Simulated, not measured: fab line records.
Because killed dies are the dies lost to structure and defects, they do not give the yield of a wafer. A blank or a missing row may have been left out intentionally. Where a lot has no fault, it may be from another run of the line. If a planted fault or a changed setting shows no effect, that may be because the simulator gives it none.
8D (eight disciplines) problem report, filled in by code || flow sfqLine || the parts of the form that need people (team, actions taken, sign-off) are left out

== 1. WHAT WENT WRONG ==
At SFQ_TRILAYER_M6_LITHO_EXPOSE_160, exposureDoseMJCm2 averages 9.918 over 9 wafers from 3 lots, while fault-free wafers read 14.398, standard deviation 0.017. That is -99 or more standard deviations from the usual mean.
The step: exposes mask M6, target cd 500 nm.
First observed at day 72 00:42: wafer L707.1, on krfScanner-01. The record holds 21 wafers of 7 lots with a number at this step. The rule behind "out" and "out of limits": a value lying over 4 standard deviations away from the usual mean. All remaining wafers that have a number are taken as sound.

== 2. WHAT THIS IS AND IS NOT ==
{"question": "which readings at this step", "is": "exposureDoseMJCm2", "is not": "-"}
{"question": "which lots", "is": "L707, L708, L709", "is not": "L694, L697, L699, L706"}
{"question": "which wafers of those lots", "is": "all that have a number", "is not": "-"}
{"question": "read on which tools", "is": "krfScanner-01", "is not": "-"}
{"question": "when", "is": "from day 72 00:42", "is not": "up to then (12 sound wafers)"}

== 3. THE SUSPECTS, EACH WITH WHAT RULES IT OUT ==
Counting: any tool at a process step up to the reading is kept as a suspect provided that every lot that is out went through it and no sound lot did after the first of them.
- krfScanner-01 at SFQ_TRILAYER_M6_LITHO_EXPOSE_160 (exposes mask M6, target cd 500 nm): kept. It processed each lot that is out, first L707 at day 72 00:42, and no sound lot thereafter; up to then, the last sound lot it processed was L706 at day 71 22:18. On those wafers its own readings are out: exposureDoseMJCm2.
Remaining after the count: krfScanner-01 at SFQ_TRILAYER_M6_LITHO_EXPOSE_160.

== 4. THE CAUSE (what the simulator had put in) ==
Process parameters drifting: krfScanner-01 at SFQ_TRILAYER_M6_LITHO_EXPOSE_160, beginning at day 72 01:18. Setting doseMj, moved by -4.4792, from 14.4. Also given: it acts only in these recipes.
After counting, this tool was the only one left.

== 5. THE CHAIN OF EFFECTS, in route order ==
Each row: a reading where the mean over the struck wafers with a number is more than 3 standard deviations away from the usual. Readings are gone through only where the record gives a usual standard deviation; hours: the median, over the lots, of the time from a lot's start at the first step in this table giving one to that lot's start at this step; sigmas: the change measured in usual standard deviations.
{"hours": 0, "step": "SFQ_TRILAYER_M6_LITHO_EXPOSE_160", "reading": "exposureDoseMJCm2", "usual": 14.398, "on struck wafers": 9.918, "change": -4.480, "sigmas": "-99 or more"}
It contains these process steps:
- SFQ_TRILAYER_M6_LITHO_EXPOSE_160: exposes mask M6, target cd 500 nm.
Later steps that measure or inspect, where all struck wafers having a row at the step show a number for every such reading and not one has moved that far: SFQ_M6_OVL_MEAS_940, SFQ_I6_BOW_MEAS_941, SFQ_I6_OVL_MEAS_942, SFQ_M7_RS_MEAS_943, SFQ_M8_BOW_MEAS_951.

== 6. HOW IT WOULD HAVE BEEN CAUGHT EARLIER ==
In this record the first reading out of limits was taken at day 72 00:42.
